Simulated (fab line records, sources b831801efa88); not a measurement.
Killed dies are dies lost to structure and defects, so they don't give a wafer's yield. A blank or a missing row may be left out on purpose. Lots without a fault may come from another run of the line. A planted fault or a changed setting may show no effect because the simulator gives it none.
Which tool did it? | flow gf180mcu | 13 lots, 39 wafers sampled, at 5 steps of a route of 602

WHAT THE GAUGES READ, wafer by wafer
GF_SALICIDE_RS_MEAS_04: measures by four-point-probe.
lot  | measured     | on            | SALICIDE_TIN_RS (ohm/sq)
L522 | day 15 04:11 | film_metro-01 | 15.88 16.48 16.63
L524 | day 16 03:41 | film_metro-01 | 16.67 16.55 14.35
L525 | day 16 12:32 | film_metro-02 | 16.81 16.44 16.44
L526 | day 16 19:06 | film_metro-01 | 16.45 14.33 14.61
L534 | day 19 17:01 | film_metro-02 | 15.93 16.70 17.03
L535 | day 20 01:56 | film_metro-03 | 16.75 16.76 16.77
L536 | day 20 14:38 | film_metro-03 | 16.26 15.97 16.21
L537 | day 20 22:49 | film_metro-01 | 16.58 16.38 16.66
L538 | day 21 05:08 | film_metro-02 | 16.70 16.49 16.43
L539 | day 21 12:46 | film_metro-02 | 16.60 16.53 16.59
L541 | day 22 03:13 | film_metro-03 | 15.67 16.47 15.79
L542 | day 22 13:49 | film_metro-02 | 15.81 16.61 16.25
L544 | day 23 04:38 | film_metro-03 | 16.05 16.15 16.06

GF_SALICIDE_THK_MEAS_05: measures by xrf.
lot  | measured     | on            | SALICIDE_TIN_THK (nm)
L522 | day 15 04:17 | film_metro-01 | 20.59 20.10 20.02
L524 | day 16 03:47 | film_metro-01 | 20.15 20.34 27.10
L525 | day 16 12:38 | film_metro-02 | 19.99 20.08 20.08
L526 | day 16 19:13 | film_metro-01 | 20.14 27.01 26.92
L534 | day 19 17:08 | film_metro-02 | 20.56 20.10 20.09
L535 | day 20 02:04 | film_metro-03 | 20.14 20.31 20.14
L536 | day 20 14:45 | film_metro-03 | 19.59 19.45 19.66
L537 | day 20 22:56 | film_metro-01 | 20.36 20.28 20.31
L538 | day 21 05:16 | film_metro-02 | 20.15 20.01 19.92
L539 | day 21 12:53 | film_metro-02 | 20.05 20.02 20.23
L541 | day 22 03:19 | film_metro-03 | 20.19 20.14 20.26
L542 | day 22 13:55 | film_metro-02 | 20.09 19.74 19.48
L544 | day 23 04:45 | film_metro-03 | 19.69 19.98 19.81

GF_M3_OVL_MEAS_15.
lot  | measured     | on         | M3_OVL (nm)
L522 | day 21 10:08 | overlay-01 | -4 -2 -6
L524 | day 22 11:20 | overlay-02 | 3 3 -8
L525 | day 22 21:44 | overlay-02 | 4 3 2
L526 | day 23 03:16 | overlay-01 | 6 4 2
L534 | day 25 22:29 | overlay-01 | 6 -5 -8
L535 | day 26 03:49 | overlay-01 | -3 2 -2
L536 | day 26 14:07 | overlay-02 | 5 2 1
L537 | day 26 22:27 | overlay-02 | 1 -1 1
L538 | day 27 05:38 | overlay-01 | -1 6 -5
L539 | day 27 09:52 | overlay-02 | 0 2 -1
L541 | day 27 21:12 | overlay-02 | -15 -5 -9
L542 | day 28 05:46 | overlay-02 | 6 9 2
L544 | day 28 20:41 | overlay-02 | -5 -2 -2

GF_V3_BOW_MEAS_05.
lot  | measured     | on            | V3_BOW (um)
L522 | day 21 11:27 | film_metro-02 | 127 120 117
L524 | day 22 12:38 | film_metro-02 | 141 111 128
L525 | day 22 23:01 | film_metro-02 | 121 123 117
L526 | day 23 04:35 | film_metro-01 | 123 132 129
L534 | day 25 23:47 | film_metro-01 | 127 126 125
L535 | day 26 05:05 | film_metro-02 | 124 126 117
L536 | day 26 15:32 | film_metro-01 | 126 123 110
L537 | day 27 00:12 | film_metro-01 | 124 118 117
L538 | day 27 06:54 | film_metro-02 | 121 126 129
L539 | day 27 11:15 | film_metro-01 | 124 119 114
L541 | day 27 22:34 | film_metro-02 | 111 106 102
L542 | day 28 07:27 | film_metro-04 | 120 106 118
L544 | day 28 22:05 | film_metro-02 | 123 114 124

WHICH TOOL RAN EACH LOT (tool, then ch and the chambers of the sampled wafers, then the start)
lot  | GF_SALICIDE_SPUTTER_03
L522 | pvd_sputter-04, day 15 04:07
L524 | pvd_sputter-04, day 16 03:37
L525 | pvd_sputter-03, day 16 12:29
L526 | pvd_sputter-04, day 16 19:03
L534 | pvd_sputter-04, day 19 16:58
L535 | pvd_sputter-02, day 20 01:55
L536 | pvd_sputter-04, day 20 14:36
L537 | pvd_sputter-02, day 20 22:46
L538 | pvd_sputter-02, day 21 05:07
L539 | pvd_sputter-02, day 21 12:44
L541 | pvd_sputter-04, day 22 03:10
L542 | pvd_sputter-04, day 22 13:46
L544 | pvd_sputter-02, day 23 04:37
- GF_SALICIDE_SPUTTER_03: material TiN, target thk 20 nm, time 16.7 s.

WHAT THE TOOLS THEMSELVES READ (means of the sampled wafers that have a number; where no wafer has one, the mark that the record gives instead)
GF_SALICIDE_SPUTTER_03.
lot  | tool           | throttle_valve_pct (%)
L522 | pvd_sputter-04 | 30.0
L524 | pvd_sputter-04 | 29.9
L525 | pvd_sputter-03 | 31.1
L526 | pvd_sputter-04 | 29.7
L534 | pvd_sputter-04 | 29.8
L535 | pvd_sputter-02 | 29.4
L536 | pvd_sputter-04 | 29.8
L537 | pvd_sputter-02 | 30.1
L538 | pvd_sputter-02 | 29.9
L539 | pvd_sputter-02 | 29.3
L541 | pvd_sputter-04 | 30.1
L542 | pvd_sputter-04 | 29.9
L544 | pvd_sputter-02 | 29.2

THE ANSWER, worked out from the rows above alone
Rule: what is usual is taken from the lots themselves. Put in order of their means at a reading, lots are off if they are a third of the lots or fewer, leave a main group of 4 or more, and stand apart from it by a gap of 3 or more times the standard deviation of the main group's means; of several such gaps the widest counts. A main group whose means are all the same, to the digits that the tables above print for the reading, isn't used. A lot without any number at a reading at which 4 lots or more have one is off too. The other lots that the step has rows for count as sound. The gauges are gone through in route order, then the tools' own readings, and for those a lot's mean is taken as printed above. The first step at which some lot is off is used, and at that step the reading that is off furthest; a lot without a number counts as furthest.
Off: L524, L526, at GF_SALICIDE_THK_MEAS_05 (SALICIDE_TIN_THK). The main group: mean 20.05 nm, standard deviation 0.22.
A tool fits if, at a process step before that reading, it ran every lot that is off, and no sound lot after the first of them. The gauges at GF_SALICIDE_THK_MEAS_05 are tried like those tools. None of those tried fits.

WHAT THE SIMULATOR HAD PUT IN
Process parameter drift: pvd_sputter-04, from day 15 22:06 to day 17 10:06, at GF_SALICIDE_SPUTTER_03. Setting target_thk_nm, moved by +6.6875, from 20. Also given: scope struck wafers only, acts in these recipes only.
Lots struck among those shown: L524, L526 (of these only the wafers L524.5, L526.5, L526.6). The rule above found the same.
